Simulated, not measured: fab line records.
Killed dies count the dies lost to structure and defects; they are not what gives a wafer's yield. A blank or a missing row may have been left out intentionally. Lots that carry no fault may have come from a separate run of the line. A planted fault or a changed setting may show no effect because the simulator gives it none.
Shared-tool check / flow sky130 / Lots sampled 12, wafers sampled 39

## WHAT PROMPTED THE OPENING
SKY_LDD_LDN_TW_MEAS_13, reading LDD_LDN_TW: flagged on 1 of 12 lots. Fault-free wafers read 1469, with a standard deviation of 10.
Rule: flag the lot when none of its wafers has a number, or when each of its wafers that has one lies beyond 4 standard deviations from that mean. As for the other lots, they are considered sound.

lot=L920; measured=day 23 08:33; on=filmMetro-01; LDD_LDN_TW, wafer by wafer=1482 1474 1479; flag=
lot=L919; measured=day 23 10:43; on=filmMetro-01; LDD_LDN_TW, wafer by wafer=1482 1474 1482; flag=
lot=L923; measured=day 24 07:10; on=filmMetro-04; LDD_LDN_TW, wafer by wafer=1474 1478 1473; flag=
lot=L926; measured=day 26 04:10; on=filmMetro-03; LDD_LDN_TW, wafer by wafer=1461 1461 1463; flag=
lot=L925; measured=day 26 05:42; on=filmMetro-04; LDD_LDN_TW, wafer by wafer=1481 1471 1471; flag=
lot=L928; measured=day 27 15:02; on=filmMetro-04; LDD_LDN_TW, wafer by wafer=30 30 30 29 30 30; flag=FLAGGED
lot=L931; measured=day 28 09:02; on=filmMetro-03; LDD_LDN_TW, wafer by wafer=1467 1466 1469; flag=
lot=L933; measured=day 29 01:08; on=filmMetro-01; LDD_LDN_TW, wafer by wafer=1482 1481 1483; flag=
lot=L937; measured=day 29 17:24; on=filmMetro-04; LDD_LDN_TW, wafer by wafer=1460 1452 1453; flag=
lot=L938; measured=day 30 05:16; on=filmMetro-04; LDD_LDN_TW, wafer by wafer=1457 1459 1457; flag=
lot=L941; measured=day 30 10:21; on=filmMetro-03; LDD_LDN_TW, wafer by wafer=1466 1473 1469; flag=
lot=L940; measured=day 30 13:33; on=filmMetro-01; LDD_LDN_TW, wafer by wafer=1472 1486 1492; flag=
Averaged over the flagged lots the numbers come to 30, -1439 from the usual (-99 or more standard deviations).

## LOT BY LOT: THE TOOL USED
Before the reading, the record contains 2 process steps out of a 708-step route. Read each cell as the tool, then ch plus the chambers that the sampled wafers visited, then the start.
lot=L920; flag=; SKY_POLY_GATE_STRIP_18=plasmaAsher-03 ch 0,1, day 16 21:04; SKY_LDD_LDN_EXPOSE_04=ilineStepper-01 ch 0, day 22 16:46
lot=L919; flag=; SKY_POLY_GATE_STRIP_18=plasmaAsher-01 ch 0,1, day 16 20:43; SKY_LDD_LDN_EXPOSE_04=ilineStepper-02 ch 0, day 22 18:41
lot=L923; flag=; SKY_POLY_GATE_STRIP_18=plasmaAsher-01 ch 0,1, day 17 20:54; SKY_LDD_LDN_EXPOSE_04=ilineStepper-02 ch 0, day 23 15:55
lot=L926; flag=; SKY_POLY_GATE_STRIP_18=plasmaAsher-02 ch 0,1, day 19 16:52; SKY_LDD_LDN_EXPOSE_04=ilineStepper-02 ch 0, day 25 12:14
lot=L925; flag=; SKY_POLY_GATE_STRIP_18=plasmaAsher-03 ch 0,1, day 19 17:31; SKY_LDD_LDN_EXPOSE_04=ilineStepper-01 ch 0, day 25 14:10
lot=L928; flag=FLAGGED; SKY_POLY_GATE_STRIP_18=plasmaAsher-03 ch 0,1, day 21 07:18; SKY_LDD_LDN_EXPOSE_04=ilineStepper-02 ch 0, day 27 00:40
lot=L931; flag=; SKY_POLY_GATE_STRIP_18=plasmaAsher-03 ch 1, day 22 01:19; SKY_LDD_LDN_EXPOSE_04=ilineStepper-01 ch 0, day 27 17:56
lot=L933; flag=; SKY_POLY_GATE_STRIP_18=plasmaAsher-03 ch 0,1, day 22 18:22; SKY_LDD_LDN_EXPOSE_04=ilineStepper-02 ch 0, day 28 10:31
lot=L937; flag=; SKY_POLY_GATE_STRIP_18=plasmaAsher-02 ch 0,1, day 23 13:34; SKY_LDD_LDN_EXPOSE_04=ilineStepper-01 ch 0, day 29 02:48
lot=L938; flag=; SKY_POLY_GATE_STRIP_18=plasmaAsher-02 ch 0,1, day 23 23:46; SKY_LDD_LDN_EXPOSE_04=ilineStepper-02 ch 0, day 29 14:39
lot=L941; flag=; SKY_POLY_GATE_STRIP_18=plasmaAsher-02 ch 0,1, day 24 06:17; SKY_LDD_LDN_EXPOSE_04=ilineStepper-02 ch 0, day 29 19:24
lot=L940; flag=; SKY_POLY_GATE_STRIP_18=plasmaAsher-03 ch 0,1, day 24 10:54; SKY_LDD_LDN_EXPOSE_04=ilineStepper-02 ch 0, day 29 23:10
What the steps here do:
- SKY_POLY_GATE_STRIP_18: strips in O2/N2.
- SKY_LDD_LDN_EXPOSE_04: exposes mask LDNTM, target cd 700 nm.
- SKY_LDD_LDN_TW_MEAS_13

## FLAGGED OVER TOTAL, TOOL BY TOOL (the gauges that took the reading come last)
step=SKY_POLY_GATE_STRIP_18; tool=plasmaAsher-01; lots run=2; flagged=0; share of the flagged lots=none; sound lots run after its first flagged lot=-
step=SKY_POLY_GATE_STRIP_18; tool=plasmaAsher-02; lots run=4; flagged=0; share of the flagged lots=none; sound lots run after its first flagged lot=-
step=SKY_POLY_GATE_STRIP_18; tool=plasmaAsher-03; lots run=6; flagged=1; share of the flagged lots=all; sound lots run after its first flagged lot=3 (L931,L933,L940)
step=SKY_LDD_LDN_EXPOSE_04; tool=ilineStepper-01; lots run=4; flagged=0; share of the flagged lots=none; sound lots run after its first flagged lot=-
step=SKY_LDD_LDN_EXPOSE_04; tool=ilineStepper-02; lots run=8; flagged=1; share of the flagged lots=all; sound lots run after its first flagged lot=4 (L933,L938,L941,L940)
step=SKY_LDD_LDN_TW_MEAS_13; tool=filmMetro-01; lots run=4; flagged=0; share of the flagged lots=none; sound lots run after its first flagged lot=-
step=SKY_LDD_LDN_TW_MEAS_13; tool=filmMetro-03; lots run=3; flagged=0; share of the flagged lots=none; sound lots run after its first flagged lot=-
step=SKY_LDD_LDN_TW_MEAS_13; tool=filmMetro-04; lots run=5; flagged=1; share of the flagged lots=all; sound lots run after its first flagged lot=2 (L937,L938)

## WHAT THE TABLE ALLOWS
3 rows of the table ran every flagged lot: plasmaAsher-03 at SKY_POLY_GATE_STRIP_18, ilineStepper-02 at SKY_LDD_LDN_EXPOSE_04, filmMetro-04 at SKY_LDD_LDN_TW_MEAS_13.
- plasmaAsher-03 at SKY_POLY_GATE_STRIP_18: 1 of its 6 lots flagged. Lots that were sound ran on it after the first flagged one (L931, L933, L940); a persistent fault on the entire tool would not allow that.
- ilineStepper-02 at SKY_LDD_LDN_EXPOSE_04: 1 of its 8 lots flagged. Lots that were sound ran on it after the first flagged one (L933, L938, L941, L940); a persistent fault on the entire tool would not allow that.
- filmMetro-04 at SKY_LDD_LDN_TW_MEAS_13: 1 of its 5 lots flagged. Lots that were sound ran on it after the first flagged one (L937, L938); a persistent fault on the entire tool would not allow that.
None of the table's rows ran every flagged lot and, after the first, no sound lot.

## WHAT THE SIMULATOR HAD INSERTED
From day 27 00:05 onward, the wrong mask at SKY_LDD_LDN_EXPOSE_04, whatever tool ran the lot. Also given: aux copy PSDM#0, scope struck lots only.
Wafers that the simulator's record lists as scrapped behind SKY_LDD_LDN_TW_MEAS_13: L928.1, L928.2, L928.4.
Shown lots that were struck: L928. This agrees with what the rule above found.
